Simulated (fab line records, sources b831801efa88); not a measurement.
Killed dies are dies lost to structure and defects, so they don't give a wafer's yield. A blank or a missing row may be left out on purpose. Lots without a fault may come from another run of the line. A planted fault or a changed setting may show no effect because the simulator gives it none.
A struck lot beside a sound one | flow sky130 | 14 steps out of a route of 708
Sound: wafers L937.2, L937.4, L937.6. Struck: wafers L926.3, L926.5, L926.6. The cause comes at the end.
At each step with rows: each side's tool, then ch and its chambers, then its first start. Under that, the readings that differ: sound wafers | struck wafers | difference of the means | sigmas: that difference in standard deviations of wafers without a fault.
alike: readings whose means differ by less than 2 such deviations, and words and numbers that are the same on both sides. not compared: withheld readings, readings that some wafer has no value for, bounds like >300 that may hide the same value, and numbers for which the record gives no deviation and whose values overlap.
The two part at a step that has a row with sigmas, a row that says differs or no value, or rows on one side only. Numbers that don't overlap but have no deviation are shown without sigmas and don't part them. A reading that every wafer of one side lacks parts them only if that side has two wafers or more.

first, 1 step without rows for these wafers: SKY_METAL5_CLEAN_19 (cleans in O3/DIW).
SKY_PASSIVATION_CVD_00: deposits SiO2, target thk 90 nm.
  sound on pecvd-04 ch 1,2, day 48 15:34; struck on pecvd-04 ch 0,2, day 45 11:28
  alike: heater_power_w, susceptor_temp_C
SKY_PASSIVATION_THK_MEAS_01:
  sound on film_metro-03, day 48 15:37; struck on film_metro-04, day 45 11:31
  alike: PASSIVATION_CVD_00_THK
SKY_PASSIVATION_CVD_02: deposits Si3N4, target thk 540 nm.
  sound on pecvd-01 ch 0,1,2, day 48 15:40; struck on pecvd-01 ch 1,2, day 45 11:40
  alike: heater_power_w, susceptor_temp_C
SKY_PASSIVATION_THK_MEAS_03:
  sound on film_metro-01, day 48 15:53; struck on film_metro-01, day 45 11:55
  alike: PASSIVATION_CVD_02_THK
then, 7 steps without rows for these wafers: SKY_PASSIVATION_DEHYDRATE_04 (time 60 s); SKY_PASSIVATION_HMDS_05 (prime time 60 s); SKY_PASSIVATION_COAT_06 (resist thk 3000 nm); SKY_PASSIVATION_SOFTBAKE_07; SKY_PASSIVATION_EXPOSE_08 (exposes mask NSM, target cd 3000 nm); SKY_PASSIVATION_PEB_09; SKY_PASSIVATION_DEVELOP_10 (develop time 60 s).
SKY_PASSIVATION_ETCH_11: etches the open film in CF4/O2, stops on AlCu, target depth 725 nm, time 161.1 s.
  sound on rie_diel-01 ch 0,2, day 49 10:26; struck on rie_diel-03 ch 0,2,3, day 46 07:52
  no value came back on the struck wafers for any of 5 readings (O2_flow_sccm (sccm), bias_w (W) and others); on the sound wafers O2_flow_sccm (sccm) reads 10.011 9.990 9.996
  reading                                       | sound          | struck         | difference | sigmas
  model.coat_of_PASSIVATION_COAT_06.thk_nm (nm) | 2518 2532 2522 | 2992 2985 2995 | +467       |
  not compared: rf_hours_counter_h
SKY_PASSIVATION_STRIP_12: strips in O2/N2.
  sound on plasma_asher-01 ch 0, day 49 10:32; struck on plasma_asher-02 ch 0,1, day 46 08:00
  reading                      | sound             | struck            | difference | sigmas
  strip_time_to_endpoint_s (s) | 31.55 31.71 31.58 | 36.87 36.78 36.92 | +5.24      | +40
  alike: drypump_motor_current_A, oes_product_au
  not compared: rf_hours_counter_h

WHERE THEY PART
First at SKY_PASSIVATION_ETCH_11; last, within this record, at SKY_PASSIVATION_STRIP_12.

WHY: what the simulator had put in
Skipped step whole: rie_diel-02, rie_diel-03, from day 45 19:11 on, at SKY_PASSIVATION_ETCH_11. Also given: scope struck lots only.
